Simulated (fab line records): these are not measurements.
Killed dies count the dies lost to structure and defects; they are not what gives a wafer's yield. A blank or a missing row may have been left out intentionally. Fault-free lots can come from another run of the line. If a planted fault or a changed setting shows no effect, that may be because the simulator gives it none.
Chamber matching	flow gf180mcu	cmp-02 running GF_V4_CMP_26: 4 sister chambers
The step polishes, stops on SiO2, t overpolish 15 s, target thk 0 nm. 4 wafers are shown with their chamber, then 7 later ones without.

WAFERS, EACH WITH ITS CHAMBER
wafer	chamber	motor current A (A)
L463.2	2	10.6
L464.6	3	10.1
L465.2	1	11.8
L465.3	0	11.0

WAFERS WITHOUT THEIR CHAMBER
wafer	motor current A (A)
L465.4	10.8
L466.2	12.1
L466.4	10.3
L466.5	13.1
L477.1	10.7
L477.2	12.5
L477.6	10.4

CHAMBER TAKEN BY EACH
wafer	from the rows above	in truth
L465.4	can't be placed: 0 or 2 or 3 or 1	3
L466.2	can't be placed: 1 or 0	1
L466.4	can't be placed: 3 or 2 or 0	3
L466.5	can't be placed: 1 or 0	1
L477.1	can't be placed: 2 or 0 or 3 or 1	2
L477.2	can't be placed: 1 or 0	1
L477.6	can't be placed: 2 or 3 or 0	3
Placed correctly: 0 of 7. Cannot be placed on the basis of these rows: 7; the candidates contain the true chamber in 7. Placed wrongly: 0.
How it was worked out, from the rows above alone: a wafer's distance from a chamber is the root of the sum, over the readings, of the square of ((its reading less the chamber's mean) divided by the reading's scatter). The wafer belongs to the nearest chamber; if the next one is less than 2 further off, it can't be placed. The mean given for a chamber averages the wafers shown for that chamber. The scatter: root of mean squared gap, hidden wafer to nearest shown wafer, with one shown wafer a chamber.
